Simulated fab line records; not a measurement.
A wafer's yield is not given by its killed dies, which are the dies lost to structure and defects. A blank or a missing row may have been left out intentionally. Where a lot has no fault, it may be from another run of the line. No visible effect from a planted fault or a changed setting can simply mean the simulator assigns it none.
Split-lot trial ; flow gf180mcu ; on a route of 602 steps: 5 lots, 23 wafers read

== THE SPLIT ==
At GF_M2_SPUTTER_04 (material TiN, target thk 50 nm, time 41.7 s), the setting power-w was moved away from the recipe's 6500 W on 12 of the 23 wafers read, by -8.0% to +10.4%. All remaining wafers had this setting at the recipe value.

The split's own step is where the reading is taken.

== THE READING ==
TiN_of_M2_SPUTTER_04.thk-nm (the simulator's own value, which no gauge read), in nm, at GF_M2_SPUTTER_04 (material TiN, target thk 50 nm, time 41.7 s). The file gives no usual value for it. Average 50.05 nm, standard deviation 0.55 nm, over the 11 wafers here run with the recipe.

wafer;tool, chamber at the split;power-w as run, W;against the recipe;TiN_of_M2_SPUTTER_04.thk-nm, nm;against lot-mates on the recipe
L076.1;pvd-sputter-03, -;6500;recipe;49.73;-
L076.3;pvd-sputter-03, -;6942;+6.8%;53.06;+3.24
L076.4;pvd-sputter-03, -;6500;recipe;49.91;-
L076.5;pvd-sputter-03, -;6942;+6.8%;52.85;+3.03
L076.6;pvd-sputter-03, -;6942;+6.8%;52.94;+3.12
L077.1;pvd-sputter-02, -;6500;recipe;49.51;-
L077.3;pvd-sputter-02, -;7179;+10.4%;54.3;+4.56
L077.4;pvd-sputter-02, -;6500;recipe;49.96;-
L077.5;pvd-sputter-02, -;7179;+10.4%;54.56;+4.83
L077.6;pvd-sputter-02, -;7179;+10.4%;54.72;+4.98
L079.1;pvd-sputter-03, -;5979;-8.0%;45.91;-3.96
L079.2;pvd-sputter-03, -;6500;recipe;50.1;-
L079.3;pvd-sputter-03, -;5979;-8.0%;45.45;-4.41
L079.4;pvd-sputter-03, -;5979;-8.0%;45.53;-4.34
L079.5;pvd-sputter-03, -;6500;recipe;49.63;-
L080.1;pvd-sputter-03, -;6500;recipe;51.31;-
L080.2;pvd-sputter-03, -;7165;+10.2%;56;+4.88
L080.4;pvd-sputter-03, -;7165;+10.2%;56.08;+4.96
L080.5;pvd-sputter-03, -;7165;+10.2%;56.2;+5.08
L080.6;pvd-sputter-03, -;6500;recipe;50.93;-
L082.2;pvd-sputter-03, -;6500;recipe;49.59;-
L082.5;pvd-sputter-03, -;6500;recipe;50.23;-
L082.6;pvd-sputter-03, -;6500;recipe;49.64;-

FIT RESULTS
A straight line over all 23 wafers: TiN_of_M2_SPUTTER_04.thk-nm changes by +0.513 nm for each +1% of power-w; r = +0.98; the points scatter about the line by 0.65 nm.
The same after taking each lot's own level away (the mean of its wafers on the recipe; 23 wafers): +0.488 nm for each +1%; r = +1.00; scatter 0.24 nm.
According to that fit, moving power-w by its largest amount changes the reading by 5.1 nm.
Across the lots, their own levels run from 49.735 to 51.120 nm, a range of 2.5 times the standard deviation given above.
The two slopes agree, so the slope changes little with the lot-to-lot level.
Check: with one of the wafers moved furthest among these (+10.4%) left out of the fit, the line predicts +5.05 nm for it against its lot-mates. Against them it came out at +4.56 nm.

== ADDITIONAL SPLITS CARRIED BY THESE WAFERS ==
Other splits were also applied to these wafers ahead of the reading. Each is held against what the fit with the lots' levels taken away leaves over:
other split on the same wafers;wafers away from the commonest value;r with TiN_of_M2_SPUTTER_04.thk-nm (lot level and that fit taken away)
GF_CONTACT_PEB_12 peb-time-s;7;-0.22
GF_CONTACT_CVD_24 temp-c;7;-0.12
GF_M1_SPUTTER_03 power-w;5;-0.06
GF_M1_PEB_12 peb-temp-c;5;-0.09
GF_M1_STRIP_17 power-w;6;-0.09
GF_V1_CMP_04 leave-above-ref-nm;6;-0.16
GF_V1_SOFTBAKE_10 temp-c;9;+0.13

== THE FILE'S OWN FIT ==
TiN_of_M2_SPUTTER_04.thk-nm changes by +0.481 nm for each +1% of power-w, r = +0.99.
